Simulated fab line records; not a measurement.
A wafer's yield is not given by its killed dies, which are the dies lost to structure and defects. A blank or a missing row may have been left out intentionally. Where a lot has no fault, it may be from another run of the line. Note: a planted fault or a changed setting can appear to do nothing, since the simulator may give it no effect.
A struck lot beside a sound one + flow gf180mcu + 26 out of 602 route steps
Sound: the wafers L734.3, L734.4, L734.5. Wafers struck: L726.1, L726.2, L726.3. Last of all comes the cause.
For every step that has rows: the tool of each side, followed by ch and its chambers, followed by its first start. Under that, the readings that differ: sound wafers + struck wafers + difference of the means + sigmas: that difference in standard deviations of wafers without a fault.
alike: words and numbers the same on both sides, and readings whose means are apart by under 2 such deviations; not compared: readings that were withheld, readings missing a value for some wafer, numbers with overlapping values and no deviation given by the record, and bounds like >300 which may hide the same value.
The two part at a step that has a row with sigmas, a row that says differs or no value, or rows on one side only. When numbers do not overlap yet have no deviation, they are printed without sigmas and do not part them. Lack of a reading on every wafer of one side parts them only where that side has two or more wafers.

first, 6 steps without rows for these wafers: GF_TOP_METAL_HMDS_08 (prime time 60 s); GF_TOP_METAL_COAT_09 (resist thk 1500 nm); GF_TOP_METAL_SOFTBAKE_10 (time 60 s); GF_TOP_METAL_EXPOSE_11 (exposes mask MetalTop, target cd 440 nm); GF_TOP_METAL_PEB_12; GF_TOP_METAL_DEVELOP_13 (develop time 60 s).
GF_TOP_METAL_CD_MEAS_14: the cd target is 440 nm.
  sound on cd-sem-02 at day 32 12:37; struck on cd-sem-01 at day 30 12:08
  alike: cd-nm
GF_TOP_METAL_OVL_MEAS_15:
  sound on overlay-01 at day 32 12:42; struck on overlay-02 at day 30 12:15
  alike: TOP_METAL_OVL
GF_TOP_METAL_METAL_ETCH_16: etches the open film in Cl2/BCl3, stops on SiO2, target depth 1077.5 nm, time 179.6 s.
  sound on rie-metal-04 ch 0,1, day 32 12:47; struck on rie-metal-03 ch 0,1, day 30 12:17
  alike: drypump-motor-current-A, oes-product-au, throttle-valve-pct
  not compared: rf-hours-counter-h
GF_TOP_METAL_STRIP_17: strips in O2/N2.
  sound on plasma-asher-01 ch 0,1, day 32 12:56; struck on plasma-asher-04 ch 0,1, day 30 12:28
  alike: drypump-motor-current-A, heater-power-w, oes-product-au, platen-temp-c, strip-time-to-endpoint-s
  not compared: rf-hours-counter-h
then, 2 steps without rows for these wafers: GF_TOP_METAL_STRIP_18 (strips in post etch residue remover, time 1200 s); GF_TOP_METAL_CLEAN_19 (cleans in DIW).
GF_PASSIVATION_CVD_00: deposits SiO2 from TEOS, target thk 1000 nm, time 111.95 s.
  sound on pecvd-01 ch 0,1,2, day 32 13:29; struck on pecvd-04 ch 0,1,2, day 30 13:00
| reading                                      | sound            | struck          | difference | sigmas |
|----------------------------------------------|------------------|-----------------|------------|--------|
| model.SiO2_of_PASSIVATION_CVD_00.thk-nm (nm) | 967.5 1005 981.1 | 423 439.9 422.9 | -556       |        |
  alike: heater-power-w, susceptor-temp-C
GF_PASSIVATION_THK_MEAS_01:
  sound on film-metro-02 at day 32 13:35; struck on film-metro-04 at day 30 13:05
| reading                     | sound        | struck      | difference | sigmas |
|-----------------------------|--------------|-------------|------------|--------|
| PASSIVATION_CVD_00_THK (nm) | 968 1005 981 | 423 440 423 | -556       | -43    |
GF_PASSIVATION_CVD_02: deposits Si3N4, target thk 700 nm, time 486.18 s.
  sound on pecvd-04 ch 0,1,2, day 32 13:37; struck on pecvd-03 ch 0,1,2, day 30 13:08
  alike: heater-power-w, susceptor-temp-C
GF_PASSIVATION_THK_MEAS_03:
  sound on film-metro-01 at day 32 13:55; struck on film-metro-01 at day 30 13:25
  alike: PASSIVATION_CVD_02_THK
then, 7 steps without rows for these wafers: GF_PASSIVATION_DEHYDRATE_04 (time 60 s); GF_PASSIVATION_HMDS_05 (prime time 60 s); GF_PASSIVATION_COAT_06 (resist thk 4000 nm); GF_PASSIVATION_SOFTBAKE_07; GF_PASSIVATION_EXPOSE_08 (exposes mask Pad, target cd 40000 nm); GF_PASSIVATION_PEB_09; GF_PASSIVATION_DEVELOP_10 (develop time 60 s).
GF_PASSIVATION_ETCH_11: etches the open film in CF4/O2, stops on TiN, target depth 1800 nm, time 400 s.
  sound on rie-diel-01 ch 0,1, day 33 06:11; struck on rie-diel-03 ch 1,2,3, day 31 06:46
| reading                                 | sound             | struck            | difference | sigmas |
|-----------------------------------------|-------------------|-------------------|------------|--------|
| drypump-motor-current-A (A)             | 5.2 4.7 4.7       | 5.9 5.7 6.1       | +1.0       | +2     |
| oes-product-au (a.u.)                   | 0.951 0.962 0.964 | 0.763 0.769 0.767 | -0.193     | -27    |
| throttle-valve-pct (%)                  | 5.959 5.954 5.938 | 5.876 5.900 5.892 | -0.061     | -6     |
| model.etch.depth-nm (nm)                | 1670 1713 1691    | 1123 1137 1124    | -563       |        |
| model.PASSIVATION.feature-depth-nm (nm) | 1670 1713 1691    | 1123 1137 1124    | -563       |        |
  not compared: rf-hours-counter-h
GF_PASSIVATION_STRIP_12: strips in O2/N2.
  sound on plasma-asher-02 ch 0,1, day 33 06:27; struck on plasma-asher-03 ch 0,1, day 31 07:00
  alike: drypump-motor-current-A, heater-power-w, oes-product-au, platen-temp-c, strip-time-to-endpoint-s
  not compared: rf-hours-counter-h
next, for these wafers, 1 step has no rows: GF_PASSIVATION_PROBE_99.

== WHERE THEY PART ==
Last at GF_PASSIVATION_ETCH_11 as far as this record goes, first at GF_PASSIVATION_THK_MEAS_01. Later steps at which nothing parts them and some readings are alike: GF_PASSIVATION_STRIP_12.

WHY: whatever the simulator had introduced
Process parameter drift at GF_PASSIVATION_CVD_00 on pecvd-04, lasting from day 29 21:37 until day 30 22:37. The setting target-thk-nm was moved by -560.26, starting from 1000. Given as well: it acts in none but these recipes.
